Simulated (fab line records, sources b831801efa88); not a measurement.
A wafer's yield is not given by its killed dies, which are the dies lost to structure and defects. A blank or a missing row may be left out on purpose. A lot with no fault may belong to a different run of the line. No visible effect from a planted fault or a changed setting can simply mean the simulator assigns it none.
Code-filled problem report in 8D (eight disciplines) form :: flow gf180mcu :: the parts of the form that need people (team, actions taken, sign-off) are left out

## 1. WHAT IS WRONG
NSD_RS at GF_PSD_RS_MEAS_14 reads a mean of 44.66 ohm/sq on 1 wafer of 1 lot; wafers without a fault read 46.16 ohm/sq with a standard deviation of 0.097. That is -15 standard deviations from the usual mean.
The step: measures by four-point-probe.
The first sign was on wafer L860.3 at day 20 19:46, on filmMetro-02. Wafers with a number at this step in the record: 35, from 12 lots. By rule, "out" or "out of limits" means more than 4 standard deviations away from the usual mean. All remaining wafers that have a number are taken as sound.

## 2. WHAT IT IS AND WHAT IT IS NOT
question: which readings at this step
is: NSD_RS
is not: -

question: which lots
is: L860
is not: L841, L842, L843, L845, L846, L847, L848, L850, L852, L853, L863

question: which wafers of those lots
is: L860.3
is not: L860.4

question: read on which gauges
is: filmMetro-02
is not: filmMetro-01, filmMetro-04

question: when
is: from day 20 19:46
is not: up to then (31 sound wafers); but 3 sound wafers of L863 came after

## 3. THE SUSPECTS, EACH WITH WHAT RULES IT OUT
Counting: if a tool at a process step up to the reading ran every lot that is out, it stays a suspect. Sound lots after the first of them don't rule it out here, since some wafers of a struck lot are sound.
- the gauge at GF_PSD_RS_MEAS_14: ruled out. All the wafers that are out were read on filmMetro-02, but those of them that GF_PSD_RTA_13 has rows for are out there too, on other tools.
- rtpAnneal-02 at GF_PSD_RTA_13 (time 20 s): kept. It processed L860, the lot that is out, at day 20 19:40, and its most recent sound lot before then was L852 at day 17 21:32. Out on those wafers are its own readings of runLengthS.
After counting, what remains is rtpAnneal-02 at GF_PSD_RTA_13.

## 4. THE CAUSE (what the simulator had put in)
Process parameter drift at GF_PSD_RTA_13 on rtpAnneal-02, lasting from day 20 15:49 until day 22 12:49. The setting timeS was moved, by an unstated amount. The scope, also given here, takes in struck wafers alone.
This tool alone remained once counting was done.

## 5. SEQUENCE OF EFFECTS, ordered by route
Each row: a reading whose mean over the struck wafers that have a number lies more than 3 standard deviations from the usual. Scope: only readings with a usual standard deviation given in the record; hours: median across lots of the time from each lot's start at the first step in this table that gives one to its start at this step; sigmas: change in usual standard deviations.
hours: 0
step: GF_PSD_RTA_13
reading: runLengthS
usual: 48.5 s
on struck wafers: 55.3
change: +6.8
sigmas: +15

hours: 0
step: GF_PSD_RS_MEAS_14
reading: NSD_RS
usual: 46.16 ohm/sq
on struck wafers: 44.66
change: -1.50
sigmas: -15

hours: 0
step: GF_PSD_RS_MEAS_15
reading: PSD_RS
usual: 108.6 ohm/sq
on struck wafers: 105.0
change: -3.6
sigmas: -11
It contains these process steps:
- GF_PSD_RTA_13: time 20 s.
Later steps that measure or inspect, where all struck wafers having a row at the step show a number for every such reading and not one has moved that far: GF_M4_OVL_MEAS_15, GF_TOP_METAL_RS_MEAS_05.

## 6. HOW IT WOULD HAVE BEEN CAUGHT EARLIER
In this record the first reading out of limits at a measuring or inspecting step was taken at day 20 19:46, 4 hours after the fault began at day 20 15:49.
The tool's own readings at GF_PSD_RTA_13 were out on every struck wafer that the step has a row for (runLengthS): an alarm limit on them would have fired on the first of those.
All the lots that are out (1) had begun GF_PSD_RTA_13 on rtpAnneal-02 by day 20 19:46. A hold on the tool at that time would have spared none of them.
